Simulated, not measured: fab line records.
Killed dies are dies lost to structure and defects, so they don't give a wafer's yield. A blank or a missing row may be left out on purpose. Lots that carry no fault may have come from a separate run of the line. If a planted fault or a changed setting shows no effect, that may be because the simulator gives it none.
Comparing a struck lot with a sound one :: flow sky130 :: 15 steps out of a route of 708
Sound: these wafers, L703.1, L703.3, L703.4. Wafers struck: L706.1, L706.2, L706.6. The cause is given at the end.
For every step that has rows: the tool of each side, followed by ch and its chambers, followed by its first start. Under that, the readings that differ: sound wafers :: struck wafers :: difference of the means :: sigmas: that difference in standard deviations of wafers without a fault.
alike: same words and numbers on both sides, and readings whose means sit less than 2 such deviations apart. not compared: any withheld reading, any reading some wafer has no value for, any bound like >300 that may hide the same value, and any number with overlapping values for which the record gives no deviation.
Wherever a step has rows on one side only, a row that says differs or no value, or a row with sigmas, the two part there. When numbers do not overlap yet have no deviation, they are printed without sigmas and do not part them. A reading missing from all wafers of one side parts the sides only when that side holds two or more wafers.

SKY_LDD_HVP_STRIP_09: strips in O2/N2.
  sound on plasmaAsher-02 ch 0,1, day 24 16:36; struck on plasmaAsher-03 ch 0,1, day 25 21:28
reading: stripTimeToEndpointS (s)
sound: 4.108 4.108 4.124
struck: 4.146 4.156 4.148
difference: +0.037
sigmas: +2
  alike: drypumpMotorCurrentA, oesProductAu
  not compared: rfHoursCounterH
SKY_LDD_HVP_TW_MEAS_10:
  sound on filmMetro-01, day 24 16:42; struck on filmMetro-04, day 25 21:34
  alike: LDD_HVP_TW
then, 7 steps without rows for these wafers: SKY_LDD_LDN_DEHYDRATE_00 (time 60 s); SKY_LDD_LDN_HMDS_01 (prime time 60 s); SKY_LDD_LDN_COAT_02 (resist thk 1140 nm); SKY_LDD_LDN_SOFTBAKE_03 (time 60 s); SKY_LDD_LDN_EXPOSE_04 (exposes mask LDNTM, target cd 700 nm); SKY_LDD_LDN_PEB_05; SKY_LDD_LDN_DEVELOP_06 (develop time 60 s).
SKY_LDD_LDN_OVL_MEAS_07:
  sound on overlay-01, day 25 21:37; struck on overlay-01, day 27 02:01
  alike: LDD_LDN_OVL
then, 2 steps without rows for these wafers: SKY_LDD_LDN_IMPLANT_08; SKY_LDD_LDN_IMPLANT_09.
SKY_LDD_LDN_IMPLANT_10:
  sound on implanter-01 ch 0, day 25 21:57; struck on implanter-04 ch 0, day 27 02:21
reading: doseIonsCm2
sound: 1.2494e+13 1.2487e+13 1.2504e+13
struck: 8.561e+12 8.546e+12 8.553e+12
difference: -3.942e+12
sigmas: -99 or more

reading: faradayCurrentUA
sound: 70.9 71.1 70.6
struck: 49.0 48.3 46.6
difference: -22.9
sigmas: -15
  alike: rotationDeg
after that, 1 step had no rows for these wafers: SKY_LDD_LDN_IMPLANT_11.
-- record jumps: 22 days separate the struck wafers' starts on either side; left off in module LDD_LDN, taken up again in module PAD_OPEN, whose first shown step is the route's number 708 --
SKY_PAD_OPEN_PROBE_99:
  sound on prober-01, day 48 01:58; struck on prober-02, day 48 14:53
reading: model.etest.tipSonos.rsOhmSq
sound: 2820 2780 2832
struck: 2897 2880 2923
difference: +89
sigmas: 
  alike: killed_at_M0_to_M3, killed_at_M4_up, killedAtContacts, killedAtFrontEnd, killedAtOther, killedDies, killedOnRim, killedOpen, killedShort

== WHERE THEY PART ==
Earliest at SKY_LDD_HVP_STRIP_09; latest, in this record, at SKY_LDD_LDN_IMPLANT_10. Later steps at which nothing parts them and some readings are alike: SKY_PAD_OPEN_PROBE_99.

WHY: whatever the simulator had introduced
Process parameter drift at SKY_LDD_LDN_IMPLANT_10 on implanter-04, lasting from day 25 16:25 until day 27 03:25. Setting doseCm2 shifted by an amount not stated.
